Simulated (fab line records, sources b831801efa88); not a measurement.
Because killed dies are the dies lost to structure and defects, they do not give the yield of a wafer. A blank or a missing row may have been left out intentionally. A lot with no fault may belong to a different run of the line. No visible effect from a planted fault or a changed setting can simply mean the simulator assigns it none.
8D (eight disciplines) problem report, filled in by code    flow sky130    the parts of the form that need people (team, actions taken, sign-off) are left out

## 1. WHAT WENT WRONG
Wafers without a fault read 0.9 %, standard deviation 0.4; sort_bin_3_pad_short at SKY_PAD_OPEN_PROBE_99 reads a mean of 5.0 % on 3 wafers belonging to 2 lots. That is +10 standard deviations from the usual mean.
Earliest sighting: wafer L305.2 on prober-02 at day 48 15:07. The record has a number at this step for 36 wafers belonging to 12 lots. The rule behind "out" and "out of limits": a value lying over 4 standard deviations away from the usual mean. The rest of the wafers with a number are treated as sound.

## 2. WHAT THIS IS AND IS NOT
question                     is                                                                                                                             is not
which readings at this step  sort_bin_3_pad_short, defect_limited_yield, killed_at_M0_to_M3, killed_dies, sort_bin_5_function, sort_n_pass, sort_yield_pct  killed_at_M4_up, killed_at_contacts, killed_at_front_end, killed_at_other, killed_open, killed_short
which lots                   L305, L307                                                                                                                     L294, L295, L296, L297, L298, L303, L309, L312, L313, L315
which wafers of those lots   L305.2, L305.6, L307.1                                                                                                         L305.1, L307.2, L307.6
read on which tools          prober-02                                                                                                                      prober-01
when                         from day 48 15:07                                                                                                              up to then (19 sound wafers); but 14 sound wafers of L307, L309, L312, L313, L315 came after

## 3. WHAT RULES OUT EACH SUSPECT
Counting: if a tool at a process step up to the reading ran every lot that is out, it stays a suspect. Sound lots after the first of them don't rule it out here, since some wafers of a struck lot are sound.
- cvd_w-02 at SKY_VIA2_CVD_21 (deposits W, target thk 420 nm, time 126.4 s): kept. Ran every lot that is out, first one L305 (day 39 21:12); last sound lot up to then L303 (day 39 15:33).
- pvd_sputter-04 at SKY_METAL5_SPUTTER_01 (material TiN, target thk 20 nm, time 16.7 s): kept. Ran every lot that is out, first one L305 (day 45 23:16); last sound lot up to then L298 (day 43 17:34).
- prober-02 at SKY_PAD_OPEN_PROBE_99: kept. Ran every lot that is out, first one L305 (day 48 15:04); last sound lot up to then L297 (day 46 11:46). On those wafers its own readings are out: defect_limited_yield, killed_at_M0_to_M3, killed_dies, sort_bin_3_pad_short, sort_bin_5_function, sort_n_pass, sort_yield_pct.
- At SKY_VIA2_CVD_21 on cvd_w-02, chamber 0 took the sound wafers of the same lots and chamber 1 took the wafers that are out.
After the count, these remain: cvd_w-02 at SKY_VIA2_CVD_21, pvd_sputter-04 at SKY_METAL5_SPUTTER_01 and prober-02 at SKY_PAD_OPEN_PROBE_99.

## 4. THE CAUSE (what the simulator had put in)
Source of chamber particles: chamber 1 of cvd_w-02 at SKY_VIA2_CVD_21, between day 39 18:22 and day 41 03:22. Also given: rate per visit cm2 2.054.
After counting, 3 suspects remain, this tool included.

## 5. THE CHAIN OF EFFECTS, in route order
Each row: a reading whose mean over the struck wafers that have a number lies more than 3 standard deviations from the usual. Only readings for which the record gives a usual standard deviation are gone through. hours: the time from each lot's start at the first step in this table that gives one to its start at this step, as a median over the lots. sigmas: the change in usual standard deviations.
hours  step                   reading               usual   on struck wafers  change  sigmas
0      SKY_PAD_OPEN_PROBE_99  defect_limited_yield  82.5 %  70.1              -12.4   -6.9
0      SKY_PAD_OPEN_PROBE_99  killed_at_M0_to_M3    44      106               +62     +9.4
0      SKY_PAD_OPEN_PROBE_99  killed_dies           86      147               +61     +7.0
0      SKY_PAD_OPEN_PROBE_99  sort_bin_3_pad_short  0.9 %   5.0               +4.1    +10
0      SKY_PAD_OPEN_PROBE_99  sort_bin_5_function   10.3 %  17.6              +7.3    +5.2
0      SKY_PAD_OPEN_PROBE_99  sort_n_pass           406     345               -61     -7.0
0      SKY_PAD_OPEN_PROBE_99  sort_yield_pct        82.5 %  70.1              -12.4   -6.9
The process steps in it:
- SKY_PAD_OPEN_PROBE_99

## 6. HOW IT WOULD HAVE BEEN CAUGHT EARLIER
The fault began at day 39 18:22; the first out-of-limits reading in this record came at day 48 15:07, 213 hours later.
Of the tool readings at SKY_VIA2_CVD_21 for which the record gives a usual standard deviation, none was out on any struck wafer, so an alarm limit of 4 standard deviations on them would not have fired.
By day 48 15:07 the whole set of lots that are out, 2 in number, had already begun SKY_VIA2_CVD_21 on cvd_w-02. A hold on the tool at that time would have spared none of them.
